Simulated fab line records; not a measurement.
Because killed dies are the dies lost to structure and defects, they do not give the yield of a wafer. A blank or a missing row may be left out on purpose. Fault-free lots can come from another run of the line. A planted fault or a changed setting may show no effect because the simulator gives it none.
A lot that was struck, set against a sound lot | flow sky130 | 16 steps out of a route of 708
Sound: the wafers L527.2, L527.3, L527.6. Struck: wafers L545.3, L545.6 (left out: L545.4, a lot-mate that was not struck); the cause follows at the end.
For every step that has rows: the tool of each side, followed by ch and its chambers, followed by its first start. Under that, the readings that differ: sound wafers | struck wafers | difference of the means | sigmas: that difference in standard deviations of wafers without a fault.
alike: same words and numbers on both sides, and readings whose means sit less than 2 such deviations apart. not compared: any withheld reading, any reading some wafer has no value for, any bound like >300 that may hide the same value, and any number with overlapping values for which the record gives no deviation.
Wherever a step has rows on one side only, a row that says differs or no value, or a row with sigmas, the two part there. Non-overlapping numbers with no deviation appear without sigmas and do not part them. A reading that every wafer of one side lacks parts them only if that side has two wafers or more.

first, 7 steps without rows for these wafers: SKY_METAL3_HMDS_06 (prime time 60 s); SKY_METAL3_COAT_07 (resist thk 60 nm); SKY_METAL3_COAT_08 (resist thk 1140 nm); SKY_METAL3_SOFTBAKE_09 (time 90 s); SKY_METAL3_EXPOSE_10 (exposes mask MM3, target cd 300 nm); SKY_METAL3_PEB_11; SKY_METAL3_DEVELOP_12 (develop time 60 s).
SKY_METAL3_CD_MEAS_13: the cd target is 300 nm.
  sound on cd_sem-02 at day 38 11:11; struck on cd_sem-02 at day 43 16:46
  alike: cd_nm
SKY_METAL3_OVL_MEAS_14:
  sound on overlay-02 at day 38 11:17; struck on overlay-01 at day 43 16:52
  alike: METAL3_OVL
SKY_METAL3_DESCUM_15: chemistry O2, time 8 s.
  sound on rie_metal-03 ch 0,1, day 38 11:19; struck on rie_metal-01 ch 1, day 43 16:55
  alike: drypump_motor_current_A, oes_product_au
  not compared: rf_hours_counter_h
SKY_METAL3_ETCH_16: etches BARC in N2/H2, stops on SiO2, time 88.2 s, target depth 60 nm.
  sound on rie_metal-03 ch 0,1, day 38 11:21; struck on rie_metal-01 ch 1, day 43 17:01
  alike: drypump_motor_current_A, h2_flow_sccm, oes_product_au, rf_fwd_power_W, throttle_valve_pct
  not compared: rf_hours_counter_h
SKY_METAL3_ETCH_17: etches SiO2 in C4F8/O2/Ar, stops on TiN, time 3.9 s, target depth 15 nm.
  sound on rie_diel-01 ch 0,2,3, day 38 11:26; struck on rie_diel-01 ch 3, day 43 17:09
  alike: oes_product_au, rf_fwd_power_W
SKY_METAL3_METAL_ETCH_18: etches the open film in Cl2/BCl3, stops on SiO2, target depth 845 nm, time 183.1 s.
  sound on rie_metal-01 ch 0,1, day 38 11:28; struck on rie_metal-03 ch 1, day 43 17:14
  reading                                       | sound             | struck        | difference | sigmas
  rf_fwd_power_W (W)                            | 897.5 893.2 893.8 | 1035.2 1040.3 | +142.9     | +55
  model.KrF-thick_of_METAL3_COAT_08.thk_nm (nm) | 515.1 523.5 518.3 | 445.7 444     | -74.1      |
  model.METAL3.cd_nm (nm)                       | 300.5 302.3 300.2 | 288.2 290.4   | -11.7      |
  model.SiO2_of_VIA2_HDPCVD_00.thk_nm (nm)      | 467.5 465.9 465.4 | 463.2 461.9   | -3.7       |
  alike: drypump_motor_current_A, oes_product_au, throttle_valve_pct
  not compared: rf_hours_counter_h
SKY_METAL3_STRIP_19: strips in O2/N2.
  sound on plasma_asher-02 ch 0,1, day 38 11:38; struck on plasma_asher-02 ch 0, day 43 17:23
  reading                      | sound             | struck      | difference | sigmas
  oes_product_au (a.u.)        | 0.498 0.503 0.499 | 0.475 0.464 | -0.030     | -6
  strip_time_to_endpoint_s (s) | 6.42 6.50 6.46    | 5.71 5.70   | -0.75      | -11
  alike: drypump_motor_current_A
  not compared: rf_hours_counter_h
then, 1 step without rows for these wafers: SKY_METAL3_STRIP_20 (strips in post etch residue remover, time 1200 s).
-- the record jumps here: 6 days lie between the struck wafers' starts before and after (it left off in module METAL3 and takes up again in module PAD_OPEN, whose first step shown is number 708 of the route) --
SKY_PAD_OPEN_PROBE_99:
  sound on prober-02 at day 45 19:30; struck on prober-02 at day 49 23:57
  reading                        | sound               | struck        | difference | sigmas
  model.etest.met3.width_nm (nm) | 300.6 305.2 298.4   | 288.4 290.3   | -12.0      |
  model.etest.met3.line_ohm_um   | 0.1412 0.1407 0.142 | 0.1478 0.1446 | +0.0049    |
  alike: defect_limited_yield, killed_at_M0_to_M3, killed_at_M4_up, killed_at_contacts, killed_at_front_end, killed_at_other, killed_dies, killed_open, killed_short, sort_bin_3_pad_short, sort_bin_5_function, sort_bin_6_memory, sort_n_pass, sort_yield_pct

== WHERE THEY PART ==
Earliest at SKY_METAL3_METAL_ETCH_18; latest, in this record, at SKY_METAL3_STRIP_19. Later steps at which nothing parts them and some readings are alike: SKY_PAD_OPEN_PROBE_99.

WHY: what had been put in by the simulator
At SKY_METAL3_METAL_ETCH_18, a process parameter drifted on rie_metal-03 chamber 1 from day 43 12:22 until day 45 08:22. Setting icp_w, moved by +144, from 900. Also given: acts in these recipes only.
